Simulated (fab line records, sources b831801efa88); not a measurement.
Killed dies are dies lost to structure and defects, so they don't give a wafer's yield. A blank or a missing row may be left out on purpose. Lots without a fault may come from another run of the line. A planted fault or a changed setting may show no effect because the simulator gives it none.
Which tool did it? | flow gf180mcu | 6 lots, 18 wafers sampled, at 3 steps of a route of 602

WHAT THE GAUGES READ, wafer by wafer
GF_POLY_GATE_CD_MEAS_10: target cd 280 nm.
lot  | measured     | on        | cd_nm (nm)
L650 | day 9 20:55  | cd_sem-02 | 281.1 280.6 279.3
L652 | day 10 08:59 | cd_sem-01 | 279.5 279.3 279.0
L654 | day 11 00:35 | cd_sem-02 | 278.5 279.3 279.9
L659 | day 12 11:44 | cd_sem-02 | 280.7 279.9 279.2
L665 | day 14 05:55 | cd_sem-01 | 279.3 279.6 278.3
L667 | day 14 21:37 | cd_sem-02 | 279.8 280.5 281.3

WHICH TOOL RAN EACH LOT (tool, then ch and the chambers of the sampled wafers, then the start)
lot  | GF_NWELL_STRIP_10                   | GF_POLY_GATE_EXPOSE_07
L650 | plasma_asher-01 ch 0,1, day 3 14:46 | krf_scanner-02 ch 0, day 9 12:16
L652 | plasma_asher-01 ch 0,1, day 4 01:14 | krf_scanner-02 ch 0, day 10 00:13
L654 | plasma_asher-04 ch 0,1, day 4 13:34 | krf_scanner-02 ch 0, day 10 15:31
L659 | plasma_asher-03 ch 0,1, day 5 14:25 | krf_scanner-01 ch 0, day 12 01:47
L665 | plasma_asher-04 ch 0,1, day 7 00:58 | krf_scanner-02 ch 0, day 13 19:45
L667 | plasma_asher-03 ch 0,1, day 7 11:52 | krf_scanner-01 ch 0, day 14 11:18
- GF_NWELL_STRIP_10: strips in O2/N2.
- GF_POLY_GATE_EXPOSE_07: exposes mask Poly2, target cd 280 nm.

THE ANSWER, worked out from the rows above alone
Rule: what is usual is taken from the lots themselves. Put in order of their means at a reading, lots are off if they are a third of the lots or fewer, leave a main group of 4 or more, and stand apart from it by a gap of 3 or more times the standard deviation of the main group's means; of several such gaps the widest counts. A main group whose means are all the same, to the digits that the tables above print for the reading, isn't used. A lot without any number at a reading at which 4 lots or more have one is off too. The other lots that the step has rows for count as sound.
No lot is off at any reading shown: from this, nothing can be told.

WHAT THE SIMULATOR HAD PUT IN
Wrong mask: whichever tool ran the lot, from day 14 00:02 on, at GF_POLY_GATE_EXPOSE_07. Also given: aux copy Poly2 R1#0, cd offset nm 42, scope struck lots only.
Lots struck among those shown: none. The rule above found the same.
